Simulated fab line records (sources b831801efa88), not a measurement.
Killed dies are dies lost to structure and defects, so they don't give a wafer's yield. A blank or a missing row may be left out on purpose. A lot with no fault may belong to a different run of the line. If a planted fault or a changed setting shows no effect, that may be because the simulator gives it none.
The tool behind it: which one? / flow gf180mcu / 13 lots with 37 wafers sampled at 3 steps, on a route of 602 steps

## WHAT EACH GAUGE READ, for each wafer
GF_STI_BOW_MEAS_00. Usual: INCOMING_BOW 0 um, standard deviation 6.9.
lot=L903; measured=day 1 15:01; on=film-metro-02; INCOMING_BOW (um)=1 4 3; flag=
lot=L904; measured=day 1 20:00; on=film-metro-02; INCOMING_BOW (um)=6 0 -8; flag=
lot=L905; measured=day 2 01:04; on=film-metro-04; INCOMING_BOW (um)=-8 -5 2; flag=
lot=L906; measured=day 2 06:00; on=film-metro-04; INCOMING_BOW (um)=-11 2 15; flag=
lot=L907; measured=day 2 11:04; on=film-metro-04; INCOMING_BOW (um)=-3 1 8; flag=
lot=L910; measured=day 3 02:02; on=film-metro-04; INCOMING_BOW (um)=-3 -3 7; flag=
lot=L911; measured=day 3 07:02; on=film-metro-02; INCOMING_BOW (um)=5 -12 9; flag=
lot=L912; measured=day 3 12:00; on=film-metro-02; INCOMING_BOW (um)=9 12 13; flag=
lot=L913; measured=day 3 17:00; on=film-metro-04; INCOMING_BOW (um)=9 4 0; flag=
lot=L914; measured=day 3 22:00; on=film-metro-03; INCOMING_BOW (um)=-4 3 -8; flag=
lot=L915; measured=day 4 03:01; on=film-metro-02; INCOMING_BOW (um)=4 6 19; flag=
lot=L917; measured=day 4 13:02; on=film-metro-02; INCOMING_BOW (um)=-8 4; flag=
lot=L918; measured=day 4 18:00; on=film-metro-02; INCOMING_BOW (um)=-2 5; flag=

GF_DNWELL_TW_MEAS_09. Usual: DNWELL_TW 1344, standard deviation 7.7.
lot=L903; measured=day 3 04:23; on=film-metro-02; DNWELL_TW=1350 1346 1352; flag=
lot=L904; measured=day 3 06:50; on=film-metro-03; DNWELL_TW=1349 1349 1344; flag=
lot=L905; measured=day 3 10:06; on=film-metro-02; DNWELL_TW=1350 1354 1350; flag=
lot=L906; measured=day 3 20:31; on=film-metro-01; DNWELL_TW=1348 1337 1340; flag=
lot=L907; measured=day 3 23:54; on=film-metro-02; DNWELL_TW=1358 1351 1345; flag=
lot=L910; measured=day 4 20:53; on=film-metro-01; DNWELL_TW=1323 1327 1325; flag=
lot=L911; measured=day 5 01:11; on=film-metro-02; DNWELL_TW=1344 1341 1350; flag=
lot=L912; measured=day 5 06:53; on=film-metro-01; DNWELL_TW=1345 1348 1343; flag=
lot=L913; measured=day 5 12:08; on=film-metro-03; DNWELL_TW=1338 1338 1342; flag=
lot=L914; measured=day 5 17:14; on=film-metro-01; DNWELL_TW=1468 1337 1343; flag=OFF
lot=L915; measured=day 5 17:35; on=film-metro-02; DNWELL_TW=1343 1332 1334; flag=
lot=L917; measured=day 6 08:37; on=film-metro-01; DNWELL_TW=1333 1460; flag=OFF
lot=L918; measured=day 6 17:10; on=film-metro-02; DNWELL_TW=1471 1351; flag=OFF

## TOOL THAT RAN EACH LOT (tool first, then ch and the chambers of the sampled wafers, then the start)
lot=L903; GF_DNWELL_IMPLANT_07=implanter-03 ch 0, day 3 04:10
lot=L904; GF_DNWELL_IMPLANT_07=implanter-01 ch 0, day 3 06:35
lot=L905; GF_DNWELL_IMPLANT_07=implanter-01 ch 0, day 3 09:54
lot=L906; GF_DNWELL_IMPLANT_07=implanter-03 ch 0, day 3 20:16
lot=L907; GF_DNWELL_IMPLANT_07=implanter-02 ch 0, day 3 23:41
lot=L910; GF_DNWELL_IMPLANT_07=implanter-02 ch 0, day 4 20:40
lot=L911; GF_DNWELL_IMPLANT_07=implanter-03 ch 0, day 5 00:58
lot=L912; GF_DNWELL_IMPLANT_07=implanter-03 ch 0, day 5 06:38
lot=L913; GF_DNWELL_IMPLANT_07=implanter-02 ch 0, day 5 11:53
lot=L914; GF_DNWELL_IMPLANT_07=implanter-03 ch 0, day 5 16:59
lot=L915; GF_DNWELL_IMPLANT_07=implanter-01 ch 0, day 5 17:20
lot=L917; GF_DNWELL_IMPLANT_07=implanter-03 ch 0, day 6 08:23
lot=L918; GF_DNWELL_IMPLANT_07=implanter-03 ch 0, day 6 16:55
- GF_DNWELL_IMPLANT_07

## WHAT THE TOOLS THEMSELVES READ (means of the sampled wafers that have a number; where no wafer has one, the mark that the record gives instead)
GF_DNWELL_IMPLANT_07. Usual: beam-on-s 10.01 s, standard deviation 0.21; end-station-pressure-torr 5.05e-06 Torr, standard deviation 2.5e-07; faraday-current-uA 56.3, standard deviation 1.2.
lot=L903; tool=implanter-03; beam-on-s (s)=10.20; end-station-pressure-torr (Torr)=5.03e-06; faraday-current-uA=55.3; flag=
lot=L904; tool=implanter-01; beam-on-s (s)=10.19; end-station-pressure-torr (Torr)=4.95e-06; faraday-current-uA=55.2; flag=
lot=L905; tool=implanter-01; beam-on-s (s)=10.00; end-station-pressure-torr (Torr)=5.07e-06; faraday-current-uA=56.6; flag=
lot=L906; tool=implanter-03; beam-on-s (s)=9.89; end-station-pressure-torr (Torr)=5.23e-06; faraday-current-uA=57.0; flag=
lot=L907; tool=implanter-02; beam-on-s (s)=10.24; end-station-pressure-torr (Torr)=5.15e-06; faraday-current-uA=55.0; flag=
lot=L910; tool=implanter-02; beam-on-s (s)=10.02; end-station-pressure-torr (Torr)=4.95e-06; faraday-current-uA=56.3; flag=
lot=L911; tool=implanter-03; beam-on-s (s)=10.00; end-station-pressure-torr (Torr)=4.91e-06; faraday-current-uA=56.6; flag=
lot=L912; tool=implanter-03; beam-on-s (s)=9.79; end-station-pressure-torr (Torr)=5.16e-06; faraday-current-uA=57.5; flag=
lot=L913; tool=implanter-02; beam-on-s (s)=9.92; end-station-pressure-torr (Torr)=4.79e-06; faraday-current-uA=56.8; flag=
lot=L914; tool=implanter-03; beam-on-s (s)=10.97; end-station-pressure-torr (Torr)=4.96e-06; faraday-current-uA=52.2; flag=OFF
lot=L915; tool=implanter-01; beam-on-s (s)=10.08; end-station-pressure-torr (Torr)=4.96e-06; faraday-current-uA=55.8; flag=
lot=L917; tool=implanter-03; beam-on-s (s)=11.84; end-station-pressure-torr (Torr)=5.10e-06; faraday-current-uA=48.8; flag=OFF
lot=L918; tool=implanter-03; beam-on-s (s)=11.68; end-station-pressure-torr (Torr)=5.00e-06; faraday-current-uA=49.1; flag=OFF

## THE ANSWER, worked out from the rows above alone
Rule: take the mean of a lot's wafers that have a number; if it is more than 3 standard deviations from the usual mean, the lot is off. A lot without any number at a reading at which 4 lots or more have one is off too. All remaining lots with rows at the step are treated as sound. First the gauges in route order, then the tools' own readings, where a lot's mean is used as printed above. The first step at which some lot is off is used, and at that step the reading that is off furthest; a lot without a number counts as furthest.
Off: at GF_DNWELL_TW_MEAS_09 (DNWELL_TW), L914, L917, L918.
If a tool, at a process step before that reading, ran all the lots that are off and no sound lot after the first of them, it fits. Not tried: the gauges at GF_DNWELL_TW_MEAS_09; whatever is off there is also off at GF_DNWELL_IMPLANT_07, on other tools, and gauge error can't account for it. One fits: GF_DNWELL_IMPLANT_07 on implanter-03. Its last sound lot is L912 (day 5 06:38), its first lot that is off L914 (day 5 16:59): a fault that began between those two fits.
The tool's own readings at GF_DNWELL_IMPLANT_07 bear it out: on the lots that are off they differ by more than 5 times the standard deviation of the sound lots' means. beam-on-s reads 11.50 s there against 10.03 s on the sound lots; faraday-current-uA reads 50.0 there against 56.2 on the sound lots.

## WHAT THE SIMULATOR PUT IN
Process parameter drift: implanter-03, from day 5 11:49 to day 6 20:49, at GF_DNWELL_IMPLANT_07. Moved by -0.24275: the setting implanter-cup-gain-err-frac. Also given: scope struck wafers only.
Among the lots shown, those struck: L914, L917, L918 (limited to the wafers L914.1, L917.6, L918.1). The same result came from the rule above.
